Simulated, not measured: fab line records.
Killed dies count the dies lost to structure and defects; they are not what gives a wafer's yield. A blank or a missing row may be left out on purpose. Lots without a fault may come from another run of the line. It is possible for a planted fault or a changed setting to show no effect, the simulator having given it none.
The tool behind it: which one? || flow gf180mcu || 11 lots, 33 wafers sampled, at 7 steps of a route of 602

== WHAT EACH GAUGE READ, for each wafer ==
GF_PSD_TW_MEAS_11.
{"lot": "L136", "measured": "day 14 05:31", "on": "film_metro-03", "PSD_TW": "3175 3195 3172"}
{"lot": "L137", "measured": "day 14 15:25", "on": "film_metro-03", "PSD_TW": "3176 3174 3164"}
{"lot": "L140", "measured": "day 15 10:47", "on": "film_metro-03", "PSD_TW": "3185 3168 3178"}
{"lot": "L143", "measured": "day 16 14:07", "on": "film_metro-02", "PSD_TW": "3125 3118 3116"}
{"lot": "L144", "measured": "day 16 18:59", "on": "film_metro-02", "PSD_TW": "3107 3125 3124"}
{"lot": "L145", "measured": "day 17 07:35", "on": "film_metro-02", "PSD_TW": "3130 3118 3139"}
{"lot": "L148", "measured": "day 18 10:28", "on": "film_metro-03", "PSD_TW": "3176 3177 3169"}
{"lot": "L153", "measured": "day 20 03:59", "on": "film_metro-03", "PSD_TW": "3141 3143 3147"}
{"lot": "L154", "measured": "day 20 12:04", "on": "film_metro-02", "PSD_TW": "3251 3238 3234"}
{"lot": "L156", "measured": "day 21 11:24", "on": "film_metro-02", "PSD_TW": "3201 3199 3191"}
{"lot": "L159", "measured": "day 22 06:23", "on": "film_metro-01", "PSD_TW": "3224 3240 3233"}

GF_PSD_RS_MEAS_15: uses a four-point probe to measure.
{"lot": "L136", "measured": "day 14 05:50", "on": "film_metro-02", "PSD_RS (ohm/sq)": "108.71 108.74 108.92"}
{"lot": "L137", "measured": "day 14 15:46", "on": "film_metro-03", "PSD_RS (ohm/sq)": "108.73 109.01 108.70"}
{"lot": "L140", "measured": "day 15 11:06", "on": "film_metro-03", "PSD_RS (ohm/sq)": "108.97 108.98 109.08"}
{"lot": "L143", "measured": "day 16 14:26", "on": "film_metro-01", "PSD_RS (ohm/sq)": "113.59 113.63 113.50"}
{"lot": "L144", "measured": "day 16 19:18", "on": "film_metro-02", "PSD_RS (ohm/sq)": "113.29 113.46 113.69"}
{"lot": "L145", "measured": "day 17 07:54", "on": "film_metro-03", "PSD_RS (ohm/sq)": "113.55 113.60 113.58"}
{"lot": "L148", "measured": "day 18 10:47", "on": "film_metro-02", "PSD_RS (ohm/sq)": "108.71 108.67 108.75"}
{"lot": "L153", "measured": "day 20 04:18", "on": "film_metro-02", "PSD_RS (ohm/sq)": "108.38 108.56 108.45"}
{"lot": "L154", "measured": "day 20 12:23", "on": "film_metro-02", "PSD_RS (ohm/sq)": "108.65 108.51 108.62"}
{"lot": "L156", "measured": "day 21 11:44", "on": "film_metro-03", "PSD_RS (ohm/sq)": "108.53 108.69 108.69"}
{"lot": "L159", "measured": "day 22 06:42", "on": "film_metro-01", "PSD_RS (ohm/sq)": "108.40 108.26 108.41"}

GF_PASSIVATION_THK_MEAS_03.
{"lot": "L136", "measured": "day 28 03:30", "on": "film_metro-01", "PASSIVATION_CVD_02_THK (nm)": "688 684 699"}
{"lot": "L137", "measured": "day 28 13:22", "on": "film_metro-04", "PASSIVATION_CVD_02_THK (nm)": "693 706 700"}
{"lot": "L140", "measured": "day 29 06:38", "on": "film_metro-02", "PASSIVATION_CVD_02_THK (nm)": "686 706 698"}
{"lot": "L143", "measured": "day 30 07:22", "on": "film_metro-01", "PASSIVATION_CVD_02_THK (nm)": "696 717 707"}
{"lot": "L144", "measured": "day 30 09:53", "on": "film_metro-04", "PASSIVATION_CVD_02_THK (nm)": "686 719 709"}
{"lot": "L145", "measured": "day 30 21:58", "on": "film_metro-02", "PASSIVATION_CVD_02_THK (nm)": "674 699 695"}
{"lot": "L148", "measured": "day 31 18:32", "on": "film_metro-01", "PASSIVATION_CVD_02_THK (nm)": "693 684 713"}
{"lot": "L153", "measured": "day 32 23:25", "on": "film_metro-02", "PASSIVATION_CVD_02_THK (nm)": "691 707 704"}
{"lot": "L154", "measured": "day 33 04:22", "on": "film_metro-01", "PASSIVATION_CVD_02_THK (nm)": "699 704 732"}
{"lot": "L156", "measured": "day 33 19:39", "on": "film_metro-02", "PASSIVATION_CVD_02_THK (nm)": "720 709 701"}
{"lot": "L159", "measured": "day 34 08:37", "on": "film_metro-01", "PASSIVATION_CVD_02_THK (nm)": "700 697 699"}

== WHICH TOOL RAN EACH LOT (tool, then ch and the chambers of the sampled wafers, then the start) ==
{"lot": "L136", "GF_PSD_IMPLANT_09": "implanter-02 ch 0, day 14 05:16", "GF_PSD_STRIP_10": "plasma_asher-02 ch 0,1, day 14 05:25", "GF_MIM_SPUTTER_01": "pvd_sputter-03, day 24 10:11", "GF_V5_STRIP_18": "plasma_asher-03 ch 0,1, day 27 04:48"}
{"lot": "L137", "GF_PSD_IMPLANT_09": "implanter-01 ch 0, day 14 15:12", "GF_PSD_STRIP_10": "plasma_asher-04 ch 0,1, day 14 15:20", "GF_MIM_SPUTTER_01": "pvd_sputter-03, day 24 20:53", "GF_V5_STRIP_18": "plasma_asher-03 ch 0,1, day 27 14:34"}
{"lot": "L140", "GF_PSD_IMPLANT_09": "implanter-03 ch 0, day 15 10:32", "GF_PSD_STRIP_10": "plasma_asher-02 ch 0, day 15 10:40", "GF_MIM_SPUTTER_01": "pvd_sputter-04, day 25 17:45", "GF_V5_STRIP_18": "plasma_asher-03 ch 0,1, day 28 09:18"}
{"lot": "L143", "GF_PSD_IMPLANT_09": "implanter-03 ch 0, day 16 13:53", "GF_PSD_STRIP_10": "plasma_asher-02 ch 0,1, day 16 14:01", "GF_MIM_SPUTTER_01": "pvd_sputter-01, day 26 18:54", "GF_V5_STRIP_18": "plasma_asher-03 ch 0,1, day 29 09:47"}
{"lot": "L144", "GF_PSD_IMPLANT_09": "implanter-03 ch 0, day 16 18:44", "GF_PSD_STRIP_10": "plasma_asher-02 ch 0,1, day 16 18:52", "GF_MIM_SPUTTER_01": "pvd_sputter-03, day 26 23:08", "GF_V5_STRIP_18": "plasma_asher-04 ch 0,1, day 29 12:51"}
{"lot": "L145", "GF_PSD_IMPLANT_09": "implanter-03 ch 0, day 17 07:20", "GF_PSD_STRIP_10": "plasma_asher-01 ch 0,1, day 17 07:29", "GF_MIM_SPUTTER_01": "pvd_sputter-03, day 27 11:35", "GF_V5_STRIP_18": "plasma_asher-02 ch 0,1, day 30 00:46"}
{"lot": "L148", "GF_PSD_IMPLANT_09": "implanter-01 ch 0, day 18 10:14", "GF_PSD_STRIP_10": "plasma_asher-02 ch 0,1, day 18 10:22", "GF_MIM_SPUTTER_01": "pvd_sputter-04, day 28 11:05", "GF_V5_STRIP_18": "plasma_asher-03 ch 0,1, day 30 22:01"}
{"lot": "L153", "GF_PSD_IMPLANT_09": "implanter-03 ch 0, day 20 03:44", "GF_PSD_STRIP_10": "plasma_asher-04 ch 0,1, day 20 03:53", "GF_MIM_SPUTTER_01": "pvd_sputter-01, day 29 20:17", "GF_V5_STRIP_18": "plasma_asher-02 ch 0,1, day 32 04:12"}
{"lot": "L154", "GF_PSD_IMPLANT_09": "implanter-03 ch 0, day 20 11:49", "GF_PSD_STRIP_10": "plasma_asher-02 ch 0,1, day 20 11:57", "GF_MIM_SPUTTER_01": "pvd_sputter-01, day 30 03:11", "GF_V5_STRIP_18": "plasma_asher-03 ch 0,1, day 32 09:21"}
{"lot": "L156", "GF_PSD_IMPLANT_09": "implanter-03 ch 0, day 21 11:11", "GF_PSD_STRIP_10": "plasma_asher-01 ch 0,1, day 21 11:19", "GF_MIM_SPUTTER_01": "pvd_sputter-01, day 30 20:29", "GF_V5_STRIP_18": "plasma_asher-04 ch 0,1, day 33 01:29"}
{"lot": "L159", "GF_PSD_IMPLANT_09": "implanter-03 ch 0, day 22 06:08", "GF_PSD_STRIP_10": "plasma_asher-01 ch 0,1, day 22 06:16", "GF_MIM_SPUTTER_01": "pvd_sputter-03, day 31 10:41", "GF_V5_STRIP_18": "plasma_asher-03 ch 0,1, day 33 14:33"}
- GF_PSD_IMPLANT_09
- GF_PSD_STRIP_10: strips in O2/N2.
- GF_MIM_SPUTTER_01: material TiN, target thk 30 nm, time 25 s.
- GF_V5_STRIP_18: strips in O2/N2.

== AS READ BY THE TOOLS THEMSELVES (means over the sampled wafers that have a number; for cases with no such wafer, the mark the record gives instead) ==
GF_PSD_IMPLANT_09.
{"lot": "L136", "tool": "implanter-02", "beam_energy_keV": 39.989, "beam_on_s (s)": 10.08, "tilt_deg (degrees)": 7.004}
{"lot": "L137", "tool": "implanter-01", "beam_energy_keV": 40.000, "beam_on_s (s)": 10.14, "tilt_deg (degrees)": 7.005}
{"lot": "L140", "tool": "implanter-03", "beam_energy_keV": 40.015, "beam_on_s (s)": 9.99, "tilt_deg (degrees)": 7.019}
{"lot": "L143", "tool": "implanter-03", "beam_energy_keV": 36.322, "beam_on_s (s)": 10.09, "tilt_deg (degrees)": 7.003}
{"lot": "L144", "tool": "implanter-03", "beam_energy_keV": 36.318, "beam_on_s (s)": 10.06, "tilt_deg (degrees)": 7.006}
{"lot": "L145", "tool": "implanter-03", "beam_energy_keV": 36.302, "beam_on_s (s)": 9.80, "tilt_deg (degrees)": 7.025}
{"lot": "L148", "tool": "implanter-01", "beam_energy_keV": 40.006, "beam_on_s (s)": 10.22, "tilt_deg (degrees)": 7.010}
{"lot": "L153", "tool": "implanter-03", "beam_energy_keV": 39.982, "beam_on_s (s)": 9.76, "tilt_deg (degrees)": 7.001}
{"lot": "L154", "tool": "implanter-03", "beam_energy_keV": 39.989, "beam_on_s (s)": 9.94, "tilt_deg (degrees)": 7.000}
{"lot": "L156", "tool": "implanter-03", "beam_energy_keV": 39.983, "beam_on_s (s)": 10.04, "tilt_deg (degrees)": 6.998}
{"lot": "L159", "tool": "implanter-03", "beam_energy_keV": 39.982, "beam_on_s (s)": 9.96, "tilt_deg (degrees)": 7.001}

GF_PSD_STRIP_10.
{"lot": "L136", "tool": "plasma_asher-02", "drypump_motor_current_A (A)": 5.2, "heater_power_w (W)": 385, "oes_product_au (a.u.)": 0.595, "platen_temp_c (C)": 250.12, "strip_time_to_endpoint_s (s)": 16.51}
{"lot": "L137", "tool": "plasma_asher-04", "drypump_motor_current_A (A)": 6.0, "heater_power_w (W)": 361, "oes_product_au (a.u.)": 0.592, "platen_temp_c (C)": 250.00, "strip_time_to_endpoint_s (s)": 16.52}
{"lot": "L140", "tool": "plasma_asher-02", "drypump_motor_current_A (A)": 5.1, "heater_power_w (W)": 317, "oes_product_au (a.u.)": 0.596, "platen_temp_c (C)": 250.10, "strip_time_to_endpoint_s (s)": 16.57}
{"lot": "L143", "tool": "plasma_asher-02", "drypump_motor_current_A (A)": 5.2, "heater_power_w (W)": 374, "oes_product_au (a.u.)": 0.600, "platen_temp_c (C)": 249.95, "strip_time_to_endpoint_s (s)": 16.17}
{"lot": "L144", "tool": "plasma_asher-02", "drypump_motor_current_A (A)": 5.2, "heater_power_w (W)": 355, "oes_product_au (a.u.)": 0.598, "platen_temp_c (C)": 250.01, "strip_time_to_endpoint_s (s)": 16.18}
{"lot": "L145", "tool": "plasma_asher-01", "drypump_motor_current_A (A)": 6.1, "heater_power_w (W)": 393, "oes_product_au (a.u.)": 0.598, "platen_temp_c (C)": 250.06, "strip_time_to_endpoint_s (s)": 16.23}
{"lot": "L148", "tool": "plasma_asher-02", "drypump_motor_current_A (A)": 5.2, "heater_power_w (W)": 379, "oes_product_au (a.u.)": 0.590, "platen_temp_c (C)": 249.75, "strip_time_to_endpoint_s (s)": 16.52}
{"lot": "L153", "tool": "plasma_asher-04", "drypump_motor_current_A (A)": 5.9, "heater_power_w (W)": 371, "oes_product_au (a.u.)": 0.589, "platen_temp_c (C)": 249.82, "strip_time_to_endpoint_s (s)": 16.54}
{"lot": "L154", "tool": "plasma_asher-02", "drypump_motor_current_A (A)": 5.2, "heater_power_w (W)": 346, "oes_product_au (a.u.)": 0.590, "platen_temp_c (C)": 250.02, "strip_time_to_endpoint_s (s)": 16.56}
{"lot": "L156", "tool": "plasma_asher-01", "drypump_motor_current_A (A)": 5.9, "heater_power_w (W)": 363, "oes_product_au (a.u.)": 0.587, "platen_temp_c (C)": 250.19, "strip_time_to_endpoint_s (s)": 16.50}
{"lot": "L159", "tool": "plasma_asher-01", "drypump_motor_current_A (A)": 5.9, "heater_power_w (W)": 363, "oes_product_au (a.u.)": 0.596, "platen_temp_c (C)": 249.94, "strip_time_to_endpoint_s (s)": 16.55}

GF_MIM_SPUTTER_01.
{"lot": "L136", "tool": "pvd_sputter-03", "throttle_valve_pct (%)": 30.7}
{"lot": "L137", "tool": "pvd_sputter-03", "throttle_valve_pct (%)": 30.6}
{"lot": "L140", "tool": "pvd_sputter-04", "throttle_valve_pct (%)": 30.8}
{"lot": "L143", "tool": "pvd_sputter-01", "throttle_valve_pct (%)": 30.9}
{"lot": "L144", "tool": "pvd_sputter-03", "throttle_valve_pct (%)": 30.8}
{"lot": "L145", "tool": "pvd_sputter-03", "throttle_valve_pct (%)": 30.7}
{"lot": "L148", "tool": "pvd_sputter-04", "throttle_valve_pct (%)": 31.0}
{"lot": "L153", "tool": "pvd_sputter-01", "throttle_valve_pct (%)": 30.7}
{"lot": "L154", "tool": "pvd_sputter-01", "throttle_valve_pct (%)": 30.4}
{"lot": "L156", "tool": "pvd_sputter-01", "throttle_valve_pct (%)": 30.2}
{"lot": "L159", "tool": "pvd_sputter-03", "throttle_valve_pct (%)": 30.2}

GF_V5_STRIP_18.
{"lot": "L136", "tool": "plasma_asher-03", "drypump_motor_current_A (A)": 5.4, "heater_power_w (W)": 273, "oes_product_au (a.u.)": 0.567, "platen_temp_c (C)": 249.95}
{"lot": "L137", "tool": "plasma_asher-03", "drypump_motor_current_A (A)": 5.7, "heater_power_w (W)": 282, "oes_product_au (a.u.)": 0.573, "platen_temp_c (C)": 250.00}
{"lot": "L140", "tool": "plasma_asher-03", "drypump_motor_current_A (A)": 5.8, "heater_power_w (W)": 280, "oes_product_au (a.u.)": 0.566, "platen_temp_c (C)": 249.97}
{"lot": "L143", "tool": "plasma_asher-03", "drypump_motor_current_A (A)": 5.4, "heater_power_w (W)": 279, "oes_product_au (a.u.)": 0.573, "platen_temp_c (C)": 249.96}
{"lot": "L144", "tool": "plasma_asher-04", "drypump_motor_current_A (A)": 6.1, "heater_power_w (W)": 345, "oes_product_au (a.u.)": 0.567, "platen_temp_c (C)": 250.11}
{"lot": "L145", "tool": "plasma_asher-02", "drypump_motor_current_A (A)": 5.2, "heater_power_w (W)": 389, "oes_product_au (a.u.)": 0.570, "platen_temp_c (C)": 249.93}
{"lot": "L148", "tool": "plasma_asher-03", "drypump_motor_current_A (A)": 5.7, "heater_power_w (W)": 282, "oes_product_au (a.u.)": 0.571, "platen_temp_c (C)": 250.02}
{"lot": "L153", "tool": "plasma_asher-02", "drypump_motor_current_A (A)": 5.2, "heater_power_w (W)": 375, "oes_product_au (a.u.)": 0.567, "platen_temp_c (C)": 249.76}
{"lot": "L154", "tool": "plasma_asher-03", "drypump_motor_current_A (A)": 5.7, "heater_power_w (W)": 272, "oes_product_au (a.u.)": 0.566, "platen_temp_c (C)": 250.02}
{"lot": "L156", "tool": "plasma_asher-04", "drypump_motor_current_A (A)": 6.0, "heater_power_w (W)": 373, "oes_product_au (a.u.)": 0.564, "platen_temp_c (C)": 249.92}
{"lot": "L159", "tool": "plasma_asher-03", "drypump_motor_current_A (A)": 5.4, "heater_power_w (W)": 271, "oes_product_au (a.u.)": 0.571, "platen_temp_c (C)": 250.18}

== THE ANSWER, worked out from the rows above alone ==
Rule: what is usual is taken from the lots themselves. Put in order of their means at a reading, lots are off if they are a third of the lots or fewer, leave a main group of 4 or more, and stand apart from it by a gap of 3 or more times the standard deviation of the main group's means; of several such gaps the widest counts. Not used: any main group whose means are identical at the precision the tables above print for the reading. Also off: a lot with no number at a reading for which 4 or more lots have one. Where the step has rows for the other lots, those lots are counted as sound. After the gauges, taken in route order, come the tools' own readings; for these a lot's mean is taken, as printed above. The first step at which some lot is off is used, and at that step the reading that is off furthest; a lot without a number counts as furthest.
Off: L143, L144, L145, seen at GF_PSD_RS_MEAS_15 (PSD_RS). For the main group the mean is 108.67 ohm/sq and the standard deviation 0.19.
If a tool, at a process step before that reading, ran all the lots that are off and no sound lot after the first of them, it fits. Not tried: the gauges at GF_PSD_RS_MEAS_15; whatever is off there is also off at GF_PSD_IMPLANT_09, on other tools, and gauge error can't account for it. None of those tried fits.

== WHAT THE SIMULATOR PUT IN ==
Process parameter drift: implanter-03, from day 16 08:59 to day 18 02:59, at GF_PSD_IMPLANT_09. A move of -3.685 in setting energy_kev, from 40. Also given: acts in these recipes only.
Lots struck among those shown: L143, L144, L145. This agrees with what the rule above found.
